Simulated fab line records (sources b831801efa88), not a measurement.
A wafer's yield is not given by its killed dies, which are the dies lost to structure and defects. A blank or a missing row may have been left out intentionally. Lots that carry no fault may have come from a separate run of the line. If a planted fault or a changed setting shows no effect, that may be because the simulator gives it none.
Which of the tools did it? ; flow gf180mcu ; Sampling: 11 lots, 33 wafers, 6 of 602 route steps

WHAT EACH GAUGE READ, for each wafer
GF_V5_THK_MEAS_25: measures by xrf.
lot;measured;on;V5_W_THK (nm)
L506;day 27 14:19;film metro-02;356 363 362
L508;day 28 03:32;film metro-04;366 365 366
L509;day 28 12:09;film metro-04;360 364 372
L514;day 29 22:30;film metro-03;371 363 373
L515;day 30 04:38;film metro-04;362 364 360
L520;day 31 14:19;film metro-02;368 359 359
L521;day 31 16:44;film metro-03;370 365 371
L522;day 31 22:53;film metro-04;368 365 369
L523;day 32 06:59;film metro-04;369 355 357
L526;day 32 22:14;film metro-02;363 357 363
L529;day 33 14:26;film metro-03;367 368 372

GF_PASSIVATION_THK_MEAS_03.
lot;measured;on;PASSIVATION_CVD_02_THK (nm)
L506;day 28 12:55;film metro-04;695 684 705
L508;day 29 01:00;film metro-04;685 687 693
L509;day 29 08:35;film metro-03;693 698 701
L514;day 30 19:15;film metro-04;578 590 588
L515;day 31 00:52;film metro-04;579 591 581
L520;day 32 09:19;film metro-04;685 710 704
L521;day 32 10:57;film metro-03;692 711 718
L522;day 32 17:13;film metro-01;685 696 709
L523;day 33 01:28;film metro-03;682 692 698
L526;day 33 15:56;film metro-01;700 705 698
L529;day 34 07:37;film metro-03;682 685 692

GF_PASSIVATION_BOW_MEAS_14.
lot;measured;on;PASSIVATION_BOW (um)
L506;day 29 10:50;film metro-04;123 121 114
L508;day 29 21:52;film metro-01;133 117 120
L509;day 30 05:34;film metro-04;138 136 134
L514;day 31 14:06;film metro-03;126 132 126
L515;day 31 19:48;film metro-03;124 138 104
L520;day 33 03:56;film metro-01;148 153 129
L521;day 33 05:19;film metro-01;142 137 131
L522;day 33 11:19;film metro-03;128 128 118
L523;day 33 18:37;film metro-04;127 138 141
L526;day 34 08:55;film metro-04;138 130 138
L529;day 34 23:53;film metro-03;135 130 129

WHAT TOOL EACH LOT RAN ON (gives the tool, then ch and the chambers of the sampled wafers, and finally the start)
lot;GF_V5_CMP_26;GF_PASSIVATION_CVD_02;GF_PASSIVATION_ETCH_11
L506;cmp-01 ch 2,3, day 27 14:22;pecvd-04 ch 1,2, day 28 12:37;rie diel-03 ch 1,3, day 29 08:28
L508;cmp-01 ch 0,1, day 28 03:36;pecvd-04 ch 0,1, day 29 00:43;rie diel-03 ch 0,1,3, day 29 19:58
L509;cmp-01 ch 2,3, day 28 12:12;pecvd-04 ch 0,2, day 29 08:17;rie diel-02 ch 1,2,3, day 30 03:42
L514;cmp-02 ch 0,1,2, day 29 22:38;pecvd-02 ch 1,2, day 30 18:56;rie diel-04 ch 2,3, day 31 12:13
L515;cmp-01 ch 0,2,3, day 30 04:46;pecvd-02 ch 0,1,2, day 31 00:35;rie diel-02 ch 0,1,3, day 31 17:58
L520;cmp-01 ch 0,1,3, day 31 14:27;pecvd-03 ch 0,1,2, day 32 09:00;rie diel-02 ch 2,3, day 33 02:04
L521;cmp-01 ch 2,3, day 31 16:47;pecvd-04 ch 0,2, day 32 10:40;rie diel-03 ch 0,1, day 33 03:28
L522;cmp-01 ch 1,2,3, day 31 23:00;pecvd-04 ch 1,2, day 32 16:55;rie diel-02 ch 0,2, day 33 09:28
L523;cmp-01 ch 0,2, day 32 07:02;pecvd-04 ch 0,1,2, day 33 01:11;rie diel-03 ch 1,2, day 33 16:46
L526;cmp-02 ch 2,3, day 32 22:16;pecvd-04 ch 0,1,2, day 33 15:45;rie diel-04 ch 0,1,2, day 34 07:01
L529;cmp-02 ch 0,2,3, day 33 14:36;pecvd-04 ch 0,1, day 34 07:20;rie diel-04 ch 0,3, day 34 22:04
- GF_V5_CMP_26: polishes, stops on SiO2, t overpolish 15 s, target thk 0 nm.
- GF_PASSIVATION_CVD_02: deposits Si3N4, target thk 700 nm, time 486.18 s.
- GF_PASSIVATION_ETCH_11: etches the open film in CF4/O2, stops on TiN, target depth 1800 nm, time 407.7 s.

AS READ BY THE TOOLS THEMSELVES (means over the sampled wafers that have a number; for cases with no such wafer, the mark the record gives instead)
GF_V5_CMP_26.
lot;tool;motor current A (A);overpolish run s (s);time to endpoint s (s)
L506;cmp-01;12.1;15.006;86
L508;cmp-01;10.8;14.997;81
L509;cmp-01;12.0;14.999;87
L514;cmp-02;10.9;14.993;89
L515;cmp-01;11.3;14.988;85
L520;cmp-01;10.6;14.997;84
L521;cmp-01;12.2;15.002;87
L522;cmp-01;11.8;15.007;85
L523;cmp-01;11.1;14.994;83
L526;cmp-02;11.1;15.000;84
L529;cmp-02;10.4;15.002;84

GF_PASSIVATION_CVD_02.
lot;tool;heater power w (W)
L506;pecvd-04;648
L508;pecvd-04;795
L509;pecvd-04;652
L514;pecvd-02;804
L515;pecvd-02;795
L520;pecvd-03;673
L521;pecvd-04;674
L522;pecvd-04;647
L523;pecvd-04;713
L526;pecvd-04;739
L529;pecvd-04;795

GF_PASSIVATION_ETCH_11.
lot;tool;cf4 flow sccm (sccm);drypump motor current A (A);oes product au (a.u.);throttle valve pct (%)
L506;rie diel-03;80.15;5.3;0.958;5.961
L508;rie diel-03;79.66;5.5;0.957;5.961
L509;rie diel-02;80.17;5.9;0.961;5.966
L514;rie diel-04;79.67;5.6;0.915;5.951
L515;rie diel-02;80.10;5.7;0.925;5.952
L520;rie diel-02;79.86;6.1;0.960;5.968
L521;rie diel-03;80.00;5.6;0.967;5.954
L522;rie diel-02;80.19;6.2;0.967;5.956
L523;rie diel-03;80.11;5.8;0.963;5.964
L526;rie diel-04;79.94;5.4;0.968;5.956
L529;rie diel-04;80.03;5.0;0.960;5.958

THE ANSWER, worked out from the rows above alone
Rule: what is usual is taken from the lots themselves. Put in order of their means at a reading, lots are off if they are a third of the lots or fewer, leave a main group of 4 or more, and stand apart from it by a gap of 3 or more times the standard deviation of the main group's means; of several such gaps the widest counts. A main group whose means are all the same, to the digits that the tables above print for the reading, isn't used. Also off: a lot with no number at a reading for which 4 or more lots have one. The other lots that the step has rows for count as sound. After the gauges, taken in route order, come the tools' own readings; for these a lot's mean is taken, as printed above. The first step at which some lot is off is used, and at that step the reading that is off furthest; a lot without a number counts as furthest.
Off: at GF_PASSIVATION_THK_MEAS_03 (PASSIVATION_CVD_02_THK), L514, L515. Main group: mean 696 nm, sd 6.2.
If a tool, at a process step before that reading, ran all the lots that are off and no sound lot after the first of them, it fits. The gauges at GF_PASSIVATION_THK_MEAS_03 aren't tried: what is off there is off at GF_PASSIVATION_ETCH_11 too, on other tools, and a gauge's error can't cause that. One fits: GF_PASSIVATION_CVD_02 on pecvd-02. It ran no sound lot before its first lot that is off in this sample, so the start can't be narrowed down.

WHAT THE SIMULATOR HAD PUT IN
Site profile drift: pecvd-02, from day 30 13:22 on, at GF_PASSIVATION_CVD_02. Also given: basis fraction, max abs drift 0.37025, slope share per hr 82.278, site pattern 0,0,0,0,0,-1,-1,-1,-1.
Struck lots among those shown: L514, L515. Same finding as the rule above.
